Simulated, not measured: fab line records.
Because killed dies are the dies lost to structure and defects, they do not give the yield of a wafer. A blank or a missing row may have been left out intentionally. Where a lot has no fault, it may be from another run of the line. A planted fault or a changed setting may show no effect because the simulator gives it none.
The tool behind it: which one? :: flow gf180mcu :: Sampling: 12 lots, 36 wafers, 5 of 602 route steps

== WHAT EACH GAUGE READ, for each wafer ==
GF_V4_RS_MEAS_24: measurement is done with a four-point probe. Usual: V4_W_RS 0.328 ohm/sq, standard deviation 0.004.
lot: L932
measured: day 24 14:41
on: film_metro-02
V4_W_RS (ohm/sq): 0.326 0.322 0.321
flag: 

lot: L933
measured: day 24 17:27
on: film_metro-03
V4_W_RS (ohm/sq): 0.332 0.330 0.330
flag: 

lot: L936
measured: day 25 18:52
on: film_metro-04
V4_W_RS (ohm/sq): 0.323 0.324 0.319
flag: 

lot: L937
measured: day 26 00:17
on: film_metro-02
V4_W_RS (ohm/sq): 0.326 0.320 0.325
flag: 

lot: L938
measured: day 26 19:11
on: film_metro-03
V4_W_RS (ohm/sq): 0.330 0.329 0.333
flag: 

lot: L940
measured: day 26 21:06
on: film_metro-03
V4_W_RS (ohm/sq): 0.329 0.335 0.326
flag: 

lot: L942
measured: day 27 17:07
on: film_metro-03
V4_W_RS (ohm/sq): 0.329 0.333 0.327
flag: 

lot: L943
measured: day 28 02:27
on: film_metro-02
V4_W_RS (ohm/sq): 0.336 0.333 0.328
flag: 

lot: L947
measured: day 29 04:43
on: film_metro-04
V4_W_RS (ohm/sq): 0.328 0.325 0.328
flag: 

lot: L951
measured: day 30 08:40
on: film_metro-03
V4_W_RS (ohm/sq): 0.328 0.332 0.325
flag: 

lot: L954
measured: day 31 00:41
on: film_metro-04
V4_W_RS (ohm/sq): 0.331 0.333 0.331
flag: 

lot: L955
measured: day 31 15:24
on: film_metro-03
V4_W_RS (ohm/sq): 0.330 0.332 0.328
flag: 

GF_V5_THK_MEAS_03. Usual: V5_CVD_02_THK 1453 nm, standard deviation 19.
lot: L932
measured: day 26 11:15
on: film_metro-01
V5_CVD_02_THK (nm): 1437 1462 1478
flag: 

lot: L933
measured: day 26 13:53
on: film_metro-01
V5_CVD_02_THK (nm): 1440 1444 1434
flag: 

lot: L936
measured: day 27 13:20
on: film_metro-01
V5_CVD_02_THK (nm): 1449 1428 1460
flag: 

lot: L937
measured: day 27 19:30
on: film_metro-01
V5_CVD_02_THK (nm): 1403 1430 1442
flag: 

lot: L938
measured: day 28 13:14
on: film_metro-02
V5_CVD_02_THK (nm): 1453 1446 1431
flag: 

lot: L940
measured: day 28 14:52
on: film_metro-03
V5_CVD_02_THK (nm): 1454 1420 1448
flag: 

lot: L942
measured: day 29 10:29
on: film_metro-02
V5_CVD_02_THK (nm): 1446 1437 1443
flag: 

lot: L943
measured: day 29 19:14
on: film_metro-02
V5_CVD_02_THK (nm): 1474 1483 1487
flag: 

lot: L947
measured: day 30 19:18
on: film_metro-03
V5_CVD_02_THK (nm): 1442 1454 1477
flag: 

lot: L951
measured: day 31 22:23
on: film_metro-01
V5_CVD_02_THK (nm): 1449 1472 1459
flag: 

lot: L954
measured: day 32 12:43
on: film_metro-03
V5_CVD_02_THK (nm): 1353 1368 1368
flag: OFF

lot: L955
measured: day 33 02:05
on: film_metro-02
V5_CVD_02_THK (nm): 1362 1350 1372
flag: OFF

== WHAT TOOL EACH LOT RAN ON (gives the tool, then ch and the chambers of the sampled wafers, and finally the start) ==
lot: L932
GF_MIM_SPUTTER_01: pvd_sputter-04, day 24 15:15
GF_MIM_SPUTTER_03: pvd_sputter-04, day 24 15:19
GF_V5_CVD_02: pecvd-01 ch 0,2, day 26 11:08

lot: L933
GF_MIM_SPUTTER_01: pvd_sputter-04, day 24 17:59
GF_MIM_SPUTTER_03: pvd_sputter-04, day 24 18:03
GF_V5_CVD_02: pecvd-01 ch 0,1,2, day 26 13:45

lot: L936
GF_MIM_SPUTTER_01: pvd_sputter-04, day 25 19:27
GF_MIM_SPUTTER_03: pvd_sputter-04, day 25 19:31
GF_V5_CVD_02: pecvd-03 ch 0,2, day 27 13:13

lot: L937
GF_MIM_SPUTTER_01: pvd_sputter-04, day 26 00:51
GF_MIM_SPUTTER_03: pvd_sputter-04, day 26 00:55
GF_V5_CVD_02: pecvd-01 ch 1,2, day 27 19:23

lot: L938
GF_MIM_SPUTTER_01: pvd_sputter-01, day 26 19:46
GF_MIM_SPUTTER_03: pvd_sputter-01, day 26 19:49
GF_V5_CVD_02: pecvd-02 ch 0,1,2, day 28 13:08

lot: L940
GF_MIM_SPUTTER_01: pvd_sputter-02, day 26 21:40
GF_MIM_SPUTTER_03: pvd_sputter-02, day 26 21:43
GF_V5_CVD_02: pecvd-03 ch 0,2, day 28 14:45

lot: L942
GF_MIM_SPUTTER_01: pvd_sputter-04, day 27 17:41
GF_MIM_SPUTTER_03: pvd_sputter-04, day 27 17:45
GF_V5_CVD_02: pecvd-02 ch 0,1,2, day 29 10:23

lot: L943
GF_MIM_SPUTTER_01: pvd_sputter-01, day 28 02:59
GF_MIM_SPUTTER_03: pvd_sputter-01, day 28 03:03
GF_V5_CVD_02: pecvd-02 ch 0,1,2, day 29 19:07

lot: L947
GF_MIM_SPUTTER_01: pvd_sputter-02, day 29 05:17
GF_MIM_SPUTTER_03: pvd_sputter-02, day 29 05:21
GF_V5_CVD_02: pecvd-02 ch 0,1, day 30 19:08

lot: L951
GF_MIM_SPUTTER_01: pvd_sputter-02, day 30 09:11
GF_MIM_SPUTTER_03: pvd_sputter-02, day 30 09:15
GF_V5_CVD_02: pecvd-01 ch 0,1,2, day 31 22:17

lot: L954
GF_MIM_SPUTTER_01: pvd_sputter-02, day 31 01:14
GF_MIM_SPUTTER_03: pvd_sputter-02, day 31 01:18
GF_V5_CVD_02: pecvd-01 ch 0,1,2, day 32 12:37

lot: L955
GF_MIM_SPUTTER_01: pvd_sputter-04, day 31 15:59
GF_MIM_SPUTTER_03: pvd_sputter-04, day 31 16:02
GF_V5_CVD_02: pecvd-01 ch 0,1,2, day 33 01:59
- GF_MIM_SPUTTER_01: material TiN, target thk 30 nm, time 25 s.
- GF_MIM_SPUTTER_03: material Ti, target thk 10 nm, time 6.7 s.
- GF_V5_CVD_02: deposits SiO2 from TEOS, target thk 1450 nm, time 163.28 s.

== AS READ BY THE TOOLS THEMSELVES (means over the sampled wafers that have a number; for cases with no such wafer, the mark the record gives instead) ==
GF_MIM_SPUTTER_01. Usual: cathode_dc_power_W 6500.1 W, standard deviation 1.3; throttle_valve_pct 29.8 %, standard deviation 1.2.
lot: L932
tool: pvd_sputter-04
cathode_dc_power_W (W): 6499.7
throttle_valve_pct (%): 29.7
flag: 

lot: L933
tool: pvd_sputter-04
cathode_dc_power_W (W): 6499.6
throttle_valve_pct (%): 30.6
flag: 

lot: L936
tool: pvd_sputter-04
cathode_dc_power_W (W): 6499.4
throttle_valve_pct (%): 29.9
flag: 

lot: L937
tool: pvd_sputter-04
cathode_dc_power_W (W): 6500.1
throttle_valve_pct (%): 30.6
flag: 

lot: L938
tool: pvd_sputter-01
cathode_dc_power_W (W): 6501.2
throttle_valve_pct (%): 29.5
flag: 

lot: L940
tool: pvd_sputter-02
cathode_dc_power_W (W): 6499.2
throttle_valve_pct (%): 29.4
flag: 

lot: L942
tool: pvd_sputter-04
cathode_dc_power_W (W): 6499.8
throttle_valve_pct (%): 30.7
flag: 

lot: L943
tool: pvd_sputter-01
cathode_dc_power_W (W): 6501.6
throttle_valve_pct (%): 30.4
flag: 

lot: L947
tool: pvd_sputter-02
cathode_dc_power_W (W): 6500.4
throttle_valve_pct (%): 29.9
flag: 

lot: L951
tool: pvd_sputter-02
cathode_dc_power_W (W): 6500.3
throttle_valve_pct (%): 28.6
flag: 

lot: L954
tool: pvd_sputter-02
cathode_dc_power_W (W): 6500.0
throttle_valve_pct (%): 29.2
flag: 

lot: L955
tool: pvd_sputter-04
cathode_dc_power_W (W): 6501.4
throttle_valve_pct (%): 29.9
flag: 

GF_MIM_SPUTTER_03. Usual: cathode_dc_power_W 3000.0 W, standard deviation 0.52; throttle_valve_pct 29.8 %, standard deviation 1.2.
lot: L932
tool: pvd_sputter-04
cathode_dc_power_W (W): 3000.3
throttle_valve_pct (%): 29.8
flag: 

lot: L933
tool: pvd_sputter-04
cathode_dc_power_W (W): 2999.8
throttle_valve_pct (%): 30.7
flag: 

lot: L936
tool: pvd_sputter-04
cathode_dc_power_W (W): 2999.5
throttle_valve_pct (%): 30.0
flag: 

lot: L937
tool: pvd_sputter-04
cathode_dc_power_W (W): 3000.1
throttle_valve_pct (%): 30.7
flag: 

lot: L938
tool: pvd_sputter-01
cathode_dc_power_W (W): 3000.0
throttle_valve_pct (%): 29.6
flag: 

lot: L940
tool: pvd_sputter-02
cathode_dc_power_W (W): 3000.0
throttle_valve_pct (%): 29.4
flag: 

lot: L942
tool: pvd_sputter-04
cathode_dc_power_W (W): 3000.0
throttle_valve_pct (%): 30.6
flag: 

lot: L943
tool: pvd_sputter-01
cathode_dc_power_W (W): 3000.3
throttle_valve_pct (%): 30.4
flag: 

lot: L947
tool: pvd_sputter-02
cathode_dc_power_W (W): 3000.5
throttle_valve_pct (%): 30.1
flag: 

lot: L951
tool: pvd_sputter-02
cathode_dc_power_W (W): 2999.7
throttle_valve_pct (%): 28.7
flag: 

lot: L954
tool: pvd_sputter-02
cathode_dc_power_W (W): 3000.2
throttle_valve_pct (%): 29.1
flag: 

lot: L955
tool: pvd_sputter-04
cathode_dc_power_W (W): 2999.9
throttle_valve_pct (%): 29.8
flag: 

GF_V5_CVD_02. Usual: heater_power_w 632 W, standard deviation 92; rf_fwd_power_W 597.7 W, standard deviation 2; susceptor_temp_C 399.98 C, standard deviation 0.21.
lot: L932
tool: pecvd-01
heater_power_w (W): 729
rf_fwd_power_W (W): 597.6
susceptor_temp_C (C): 399.98
flag: 

lot: L933
tool: pecvd-01
heater_power_w (W): 664
rf_fwd_power_W (W): 598.4
susceptor_temp_C (C): 400.10
flag: 

lot: L936
tool: pecvd-03
heater_power_w (W): 657
rf_fwd_power_W (W): 596.7
susceptor_temp_C (C): 399.86
flag: 

lot: L937
tool: pecvd-01
heater_power_w (W): 713
rf_fwd_power_W (W): 599.5
susceptor_temp_C (C): 399.97
flag: 

lot: L938
tool: pecvd-02
heater_power_w (W): 661
rf_fwd_power_W (W): 597.1
susceptor_temp_C (C): 400.15
flag: 

lot: L940
tool: pecvd-03
heater_power_w (W): 658
rf_fwd_power_W (W): 597.2
susceptor_temp_C (C): 400.04
flag: 

lot: L942
tool: pecvd-02
heater_power_w (W): 675
rf_fwd_power_W (W): 595.9
susceptor_temp_C (C): 400.17
flag: 

lot: L943
tool: pecvd-02
heater_power_w (W): 596
rf_fwd_power_W (W): 598.1
susceptor_temp_C (C): 399.87
flag: 

lot: L947
tool: pecvd-02
heater_power_w (W): 558
rf_fwd_power_W (W): 600.6
susceptor_temp_C (C): 399.88
flag: 

lot: L951
tool: pecvd-01
heater_power_w (W): 624
rf_fwd_power_W (W): 599.1
susceptor_temp_C (C): 399.98
flag: 

lot: L954
tool: pecvd-01
heater_power_w (W): 678
rf_fwd_power_W (W): 501.7
susceptor_temp_C (C): 399.94
flag: OFF

lot: L955
tool: pecvd-01
heater_power_w (W): 695
rf_fwd_power_W (W): 502.4
susceptor_temp_C (C): 400.21
flag: OFF

== THE ANSWER, worked out from the rows above alone ==
Rule: a lot is off if the mean of its wafers that have a number lies more than 3 standard deviations from the usual mean. Also off: a lot with no number at a reading for which 4 or more lots have one. The other lots that the step has rows for count as sound. Order of review: gauges by route order, followed by the tools' own readings, for which a lot's mean as printed above is used. At the first step where some lot is off, the reading lying furthest off is the one used; lots without a number count as furthest.
Off: L954, L955, at GF_V5_THK_MEAS_03 (V5_CVD_02_THK).
A tool fits if, at a process step before that reading, it ran every lot that is off, and no sound lot after the first of them. Not tried: the gauges at GF_V5_THK_MEAS_03; whatever is off there is also off at GF_V5_CVD_02, on other tools, and gauge error can't account for it. One fits: GF_V5_CVD_02 on pecvd-01. Its last sound lot is L951 (day 31 22:17), its first lot that is off L954 (day 32 12:37): a fault that began between those two fits.
On the lots that are off, the tool's own readings at GF_V5_CVD_02 differ by more than 5 times the standard deviation of the sound lots' means, which bears it out; rf_fwd_power_W reads 502.0 W there versus 598.0 W on the sound lots.

== WHAT WAS PUT IN BY THE SIMULATOR ==
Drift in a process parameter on pecvd-01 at GF_V5_CVD_02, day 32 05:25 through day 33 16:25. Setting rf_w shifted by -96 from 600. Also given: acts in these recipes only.
Shown lots that were struck: L954, L955. The rule above reached the same finding.
